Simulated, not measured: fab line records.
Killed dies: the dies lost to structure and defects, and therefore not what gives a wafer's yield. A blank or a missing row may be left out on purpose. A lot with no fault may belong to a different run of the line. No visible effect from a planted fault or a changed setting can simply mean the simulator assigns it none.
What tool caused it? || flow gf180mcu || Sampling: 15 lots, 45 wafers, 6 of 602 route steps

WHAT EACH GAUGE READ, for each wafer
GF_STI_THK_MEAS_04. Usual: STI_CVD_03_THK typically reads 207.6 nm, with standard deviation 2.1.
{"lot": "L621", "measured": "day 2 00:44", "on": "film metro-01", "STI_CVD_03_THK (nm)": "205.4 206.4 205.6", "flag": ""}
{"lot": "L622", "measured": "day 2 04:35", "on": "film metro-03", "STI_CVD_03_THK (nm)": "207.9 206.6 205.9", "flag": ""}
{"lot": "L624", "measured": "day 2 14:35", "on": "film metro-01", "STI_CVD_03_THK (nm)": "204.7 206.2 208.4", "flag": ""}
{"lot": "L625", "measured": "day 2 20:50", "on": "film metro-03", "STI_CVD_03_THK (nm)": "207.3 207.7 207.4", "flag": ""}
{"lot": "L626", "measured": "day 3 00:34", "on": "film metro-03", "STI_CVD_03_THK (nm)": "207.8 207.7 209.1", "flag": ""}
{"lot": "L627", "measured": "day 3 05:57", "on": "film metro-01", "STI_CVD_03_THK (nm)": "205.8 205.6 205.4", "flag": ""}
{"lot": "L628", "measured": "day 3 10:34", "on": "film metro-03", "STI_CVD_03_THK (nm)": "210.4 210.0 209.2", "flag": ""}
{"lot": "L630", "measured": "day 3 20:34", "on": "film metro-03", "STI_CVD_03_THK (nm)": "205.8 209.0 204.8", "flag": ""}
{"lot": "L631", "measured": "day 4 01:45", "on": "film metro-01", "STI_CVD_03_THK (nm)": "210.2 210.8 210.8", "flag": ""}
{"lot": "L632", "measured": "day 4 07:25", "on": "film metro-04", "STI_CVD_03_THK (nm)": "203.8 202.5 202.2", "flag": ""}
{"lot": "L633", "measured": "day 4 13:56", "on": "film metro-04", "STI_CVD_03_THK (nm)": "204.9 204.0 206.6", "flag": ""}
{"lot": "L634", "measured": "day 4 17:05", "on": "film metro-01", "STI_CVD_03_THK (nm)": "206.3 207.7 209.4", "flag": ""}
{"lot": "L638", "measured": "day 5 12:59", "on": "film metro-03", "STI_CVD_03_THK (nm)": "209.5 208.9 209.0", "flag": ""}
{"lot": "L641", "measured": "day 6 05:21", "on": "film metro-01", "STI_CVD_03_THK (nm)": "207.1 206.0 205.7", "flag": ""}
{"lot": "L642", "measured": "day 6 08:43", "on": "film metro-01", "STI_CVD_03_THK (nm)": "207.0 206.3 207.6", "flag": ""}

GF_NWELL_OVL_MEAS_07. Usual: NWELL_OVL typically reads -0.5 nm, with standard deviation 1.5.
{"lot": "L621", "measured": "day 3 19:01", "on": "overlay-02", "NWELL_OVL (nm)": "-1.9 -2.6 -0.6", "flag": ""}
{"lot": "L622", "measured": "day 3 21:32", "on": "overlay-01", "NWELL_OVL (nm)": "1.6 1.0 1.2", "flag": ""}
{"lot": "L624", "measured": "day 4 02:24", "on": "overlay-02", "NWELL_OVL (nm)": "-0.4 0.7 0.3", "flag": ""}
{"lot": "L625", "measured": "day 5 12:58", "on": "overlay-01", "NWELL_OVL (nm)": "0.6 -0.7 -1.0", "flag": ""}
{"lot": "L626", "measured": "day 5 13:32", "on": "overlay-02", "NWELL_OVL (nm)": "1.5 -0.6 -0.5", "flag": ""}
{"lot": "L627", "measured": "day 5 16:56", "on": "overlay-01", "NWELL_OVL (nm)": "0.8 1.1 2.9", "flag": ""}
{"lot": "L628", "measured": "day 5 17:24", "on": "overlay-01", "NWELL_OVL (nm)": "1.1 1.0 1.4", "flag": ""}
{"lot": "L630", "measured": "day 5 18:08", "on": "overlay-02", "NWELL_OVL (nm)": "0.2 -1.2 -2.2", "flag": ""}
{"lot": "L631", "measured": "day 5 21:32", "on": "overlay-01", "NWELL_OVL (nm)": "-0.1 0.4 -0.6", "flag": ""}
{"lot": "L632", "measured": "day 6 03:29", "on": "overlay-01", "NWELL_OVL (nm)": "0.1 -1.3 0.6", "flag": ""}
{"lot": "L633", "measured": "day 6 15:29", "on": "overlay-01", "NWELL_OVL (nm)": "-0.2 0.8 -0.6", "flag": ""}
{"lot": "L634", "measured": "day 6 18:14", "on": "overlay-01", "NWELL_OVL (nm)": "-1.6 -2.3 -2.9", "flag": ""}
{"lot": "L638", "measured": "day 7 15:50", "on": "overlay-01", "NWELL_OVL (nm)": "-3.5 -3.7 -3.0", "flag": ""}
{"lot": "L641", "measured": "day 8 15:11", "on": "overlay-01", "NWELL_OVL (nm)": "-2.2 -0.4 0.0", "flag": ""}
{"lot": "L642", "measured": "day 8 15:19", "on": "overlay-02", "NWELL_OVL (nm)": "-1.6 -2.0 -0.1", "flag": ""}

GF_LVPWELL_OVL_MEAS_07. Usual: LVPWELL_OVL typically reads -0.3 nm, with standard deviation 1.3.
{"lot": "L621", "measured": "day 4 02:14", "on": "overlay-01", "LVPWELL_OVL (nm)": "1.2 -0.3 -0.9", "flag": ""}
{"lot": "L622", "measured": "day 4 02:57", "on": "overlay-01", "LVPWELL_OVL (nm)": "1.6 0.3 1.2", "flag": ""}
{"lot": "L624", "measured": "day 4 09:56", "on": "overlay-02", "LVPWELL_OVL (nm)": "-1.9 -3.9 -2.8", "flag": ""}
{"lot": "L625", "measured": "day 6 03:41", "on": "overlay-02", "LVPWELL_OVL (nm)": "-0.2 -2.0 -1.9", "flag": ""}
{"lot": "L626", "measured": "day 6 04:26", "on": "overlay-02", "LVPWELL_OVL (nm)": "2.5 -0.6 0.5", "flag": ""}
{"lot": "L627", "measured": "day 6 08:18", "on": "overlay-02", "LVPWELL_OVL (nm)": "0.0 0.5 -0.1", "flag": ""}
{"lot": "L628", "measured": "day 6 08:38", "on": "overlay-02", "LVPWELL_OVL (nm)": "-1.4 0.5 1.5", "flag": ""}
{"lot": "L630", "measured": "day 6 08:44", "on": "overlay-01", "LVPWELL_OVL (nm)": "-0.1 -0.6 -1.8", "flag": ""}
{"lot": "L631", "measured": "day 6 12:18", "on": "overlay-02", "LVPWELL_OVL (nm)": "- - -", "flag": "OFF"}
{"lot": "L632", "measured": "day 6 18:35", "on": "overlay-01", "LVPWELL_OVL (nm)": "- - -", "flag": "OFF"}
{"lot": "L633", "measured": "day 7 07:14", "on": "overlay-02", "LVPWELL_OVL (nm)": "- - -", "flag": "OFF"}
{"lot": "L634", "measured": "day 7 09:24", "on": "overlay-02", "LVPWELL_OVL (nm)": "0.1 -1.0 -1.5", "flag": ""}
{"lot": "L638", "measured": "day 8 08:06", "on": "overlay-01", "LVPWELL_OVL (nm)": "-1.1 0.6 -1.0", "flag": ""}
{"lot": "L641", "measured": "day 9 08:20", "on": "overlay-02", "LVPWELL_OVL (nm)": "1.4 0.6 0.0", "flag": ""}
{"lot": "L642", "measured": "day 9 08:41", "on": "overlay-01", "LVPWELL_OVL (nm)": "-2.2 -2.1 -1.5", "flag": ""}

GF_MVPSD_TW_MEAS_11. Usual: MVPSD_TW typically reads 554, with standard deviation 5.2.
{"lot": "L621", "measured": "day 5 00:09", "on": "film metro-03", "MVPSD_TW": "557 557 556", "flag": ""}
{"lot": "L622", "measured": "day 5 00:56", "on": "film metro-04", "MVPSD_TW": "554 557 557", "flag": ""}
{"lot": "L624", "measured": "day 5 14:59", "on": "film metro-02", "MVPSD_TW": "550 551 549", "flag": ""}
{"lot": "L625", "measured": "day 7 11:29", "on": "film metro-02", "MVPSD_TW": "548 547 552", "flag": ""}
{"lot": "L626", "measured": "day 7 12:11", "on": "film metro-02", "MVPSD_TW": "551 550 548", "flag": ""}
{"lot": "L627", "measured": "day 7 16:31", "on": "film metro-03", "MVPSD_TW": "557 555 553", "flag": ""}
{"lot": "L628", "measured": "day 7 16:47", "on": "film metro-02", "MVPSD_TW": "552 549 550", "flag": ""}
{"lot": "L630", "measured": "day 7 17:08", "on": "film metro-04", "MVPSD_TW": "557 557 554", "flag": ""}
{"lot": "L631", "measured": "day 7 20:00", "on": "film metro-04", "MVPSD_TW": "690 697 698", "flag": "OFF"}
{"lot": "L632", "measured": "day 8 02:17", "on": "film metro-04", "MVPSD_TW": "700 697 700", "flag": "OFF"}
{"lot": "L633", "measured": "day 8 15:58", "on": "film metro-04", "MVPSD_TW": "701 700 701", "flag": "OFF"}
{"lot": "L634", "measured": "day 8 19:10", "on": "film metro-02", "MVPSD_TW": "547 549 547", "flag": ""}
{"lot": "L638", "measured": "day 9 19:50", "on": "film metro-03", "MVPSD_TW": "562 563 560", "flag": ""}
{"lot": "L641", "measured": "day 10 21:53", "on": "film metro-02", "MVPSD_TW": "547 547 544", "flag": ""}
{"lot": "L642", "measured": "day 10 22:12", "on": "film metro-02", "MVPSD_TW": "546 546 549", "flag": ""}

GF_VT_IMPLANT_TW_MEAS_10. Usual: VT_IMPLANT_TW typically reads 561, with standard deviation 4.7.
{"lot": "L621", "measured": "day 5 14:45", "on": "film metro-02", "VT_IMPLANT_TW": "556 560 558", "flag": ""}
{"lot": "L622", "measured": "day 5 15:40", "on": "film metro-01", "VT_IMPLANT_TW": "563 563 562", "flag": ""}
{"lot": "L624", "measured": "day 6 06:43", "on": "film metro-02", "VT_IMPLANT_TW": "558 551 556", "flag": ""}
{"lot": "L625", "measured": "day 8 03:42", "on": "film metro-02", "VT_IMPLANT_TW": "556 557 556", "flag": ""}
{"lot": "L626", "measured": "day 8 04:10", "on": "film metro-01", "VT_IMPLANT_TW": "563 565 561", "flag": ""}
{"lot": "L627", "measured": "day 8 08:20", "on": "film metro-02", "VT_IMPLANT_TW": "559 557 556", "flag": ""}
{"lot": "L628", "measured": "day 8 09:58", "on": "film metro-02", "VT_IMPLANT_TW": "555 555 559", "flag": ""}
{"lot": "L630", "measured": "day 8 10:16", "on": "film metro-01", "VT_IMPLANT_TW": "565 563 564", "flag": ""}
{"lot": "L631", "measured": "day 8 12:56", "on": "film metro-04", "VT_IMPLANT_TW": "706 707 702", "flag": "OFF"}
{"lot": "L632", "measured": "day 8 19:04", "on": "film metro-01", "VT_IMPLANT_TW": "695 697 699", "flag": "OFF"}
{"lot": "L633", "measured": "day 9 08:47", "on": "film metro-04", "VT_IMPLANT_TW": "704 704 702", "flag": "OFF"}
{"lot": "L634", "measured": "day 9 12:45", "on": "film metro-04", "VT_IMPLANT_TW": "569 567 568", "flag": ""}
{"lot": "L638", "measured": "day 10 14:06", "on": "film metro-04", "VT_IMPLANT_TW": "572 568 569", "flag": ""}
{"lot": "L641", "measured": "day 11 16:52", "on": "film metro-02", "VT_IMPLANT_TW": "557 557 561", "flag": ""}
{"lot": "L642", "measured": "day 11 17:10", "on": "film metro-02", "VT_IMPLANT_TW": "557 556 556", "flag": ""}

EACH LOT AND THE TOOL THAT RAN IT (in order: tool; ch and the chambers of the sampled wafers; start)
{"lot": "L621", "GF_LVPWELL_COAT_02": "litho track-01 ch 0, day 3 22:48"}
{"lot": "L622", "GF_LVPWELL_COAT_02": "litho track-03 ch 0, day 4 00:31"}
{"lot": "L624", "GF_LVPWELL_COAT_02": "litho track-03 ch 0, day 4 05:25"}
{"lot": "L625", "GF_LVPWELL_COAT_02": "litho track-04 ch 0, day 5 20:07"}
{"lot": "L626", "GF_LVPWELL_COAT_02": "litho track-01 ch 0, day 5 20:50"}
{"lot": "L627", "GF_LVPWELL_COAT_02": "litho track-04 ch 0, day 6 00:41"}
{"lot": "L628", "GF_LVPWELL_COAT_02": "litho track-04 ch 0, day 6 01:17"}
{"lot": "L630", "GF_LVPWELL_COAT_02": "litho track-03 ch 0, day 6 01:50"}
{"lot": "L631", "GF_LVPWELL_COAT_02": "litho track-01, day 6 04:36"}
{"lot": "L632", "GF_LVPWELL_COAT_02": "litho track-04, day 6 10:41"}
{"lot": "L633", "GF_LVPWELL_COAT_02": "litho track-01, day 6 23:11"}
{"lot": "L634", "GF_LVPWELL_COAT_02": "litho track-03 ch 0, day 7 01:22"}
{"lot": "L638", "GF_LVPWELL_COAT_02": "litho track-03 ch 0, day 7 23:55"}
{"lot": "L641", "GF_LVPWELL_COAT_02": "litho track-03 ch 0, day 8 23:43"}
{"lot": "L642", "GF_LVPWELL_COAT_02": "litho track-04 ch 0, day 9 00:13"}
- GF_LVPWELL_COAT_02: resist thk 3000 nm.

AS READ BY THE TOOLS THEMSELVES (means over the sampled wafers that have a number; for cases with no such wafer, the mark the record gives instead)
GF_LVPWELL_COAT_02. Usual: chill plate temp C 23.00 C, standard deviation 0.11; dispense pressure kPa 50 kPa, standard deviation 4.2.
{"lot": "L621", "tool": "litho track-01", "chill plate temp C (C)": 22.99, "dispense pressure kPa (kPa)": 54, "flag": ""}
{"lot": "L622", "tool": "litho track-03", "chill plate temp C (C)": 23.03, "dispense pressure kPa (kPa)": 52, "flag": ""}
{"lot": "L624", "tool": "litho track-03", "chill plate temp C (C)": 22.96, "dispense pressure kPa (kPa)": 52, "flag": ""}
{"lot": "L625", "tool": "litho track-04", "chill plate temp C (C)": 22.99, "dispense pressure kPa (kPa)": 44, "flag": ""}
{"lot": "L626", "tool": "litho track-01", "chill plate temp C (C)": 23.10, "dispense pressure kPa (kPa)": 54, "flag": ""}
{"lot": "L627", "tool": "litho track-04", "chill plate temp C (C)": 23.21, "dispense pressure kPa (kPa)": 44, "flag": ""}
{"lot": "L628", "tool": "litho track-04", "chill plate temp C (C)": 23.00, "dispense pressure kPa (kPa)": 44, "flag": ""}
{"lot": "L630", "tool": "litho track-03", "chill plate temp C (C)": 22.95, "dispense pressure kPa (kPa)": 52, "flag": ""}
{"lot": "L631", "tool": "litho track-01", "chill plate temp C (C)": "-", "dispense pressure kPa (kPa)": "-", "flag": "OFF"}
{"lot": "L632", "tool": "litho track-04", "chill plate temp C (C)": "-", "dispense pressure kPa (kPa)": "-", "flag": "OFF"}
{"lot": "L633", "tool": "litho track-01", "chill plate temp C (C)": "-", "dispense pressure kPa (kPa)": "-", "flag": "OFF"}
{"lot": "L634", "tool": "litho track-03", "chill plate temp C (C)": 23.06, "dispense pressure kPa (kPa)": 52, "flag": ""}
{"lot": "L638", "tool": "litho track-03", "chill plate temp C (C)": 23.04, "dispense pressure kPa (kPa)": 52, "flag": ""}
{"lot": "L641", "tool": "litho track-03", "chill plate temp C (C)": 22.85, "dispense pressure kPa (kPa)": 52, "flag": ""}
{"lot": "L642", "tool": "litho track-04", "chill plate temp C (C)": 23.03, "dispense pressure kPa (kPa)": 44, "flag": ""}

THE ANSWER, worked out from the rows above alone
Rule: lot off if the mean of its wafers having a number is beyond 3 standard deviations from the usual mean. Also off: a lot with no number at a reading for which 4 or more lots have one. The other lots that the step has rows for count as sound. The gauges are gone through in route order, then the tools' own readings, and for those a lot's mean is taken as printed above. At the first step where some lot is off, the reading lying furthest off is the one used; lots without a number count as furthest.
Off: L631, L632, L633, seen at GF_LVPWELL_OVL_MEAS_07 (LVPWELL_OVL). Without a number there: L631, L632, L633.
If a tool, at a process step before that reading, ran all the lots that are off and no sound lot after the first of them, it fits. Not tried: the gauges at GF_LVPWELL_OVL_MEAS_07; whatever is off there is also off at GF_MVPSD_TW_MEAS_11, on other tools, and gauge error can't account for it. None of those tried fits.

WHAT THE SIMULATOR HAD INSERTED
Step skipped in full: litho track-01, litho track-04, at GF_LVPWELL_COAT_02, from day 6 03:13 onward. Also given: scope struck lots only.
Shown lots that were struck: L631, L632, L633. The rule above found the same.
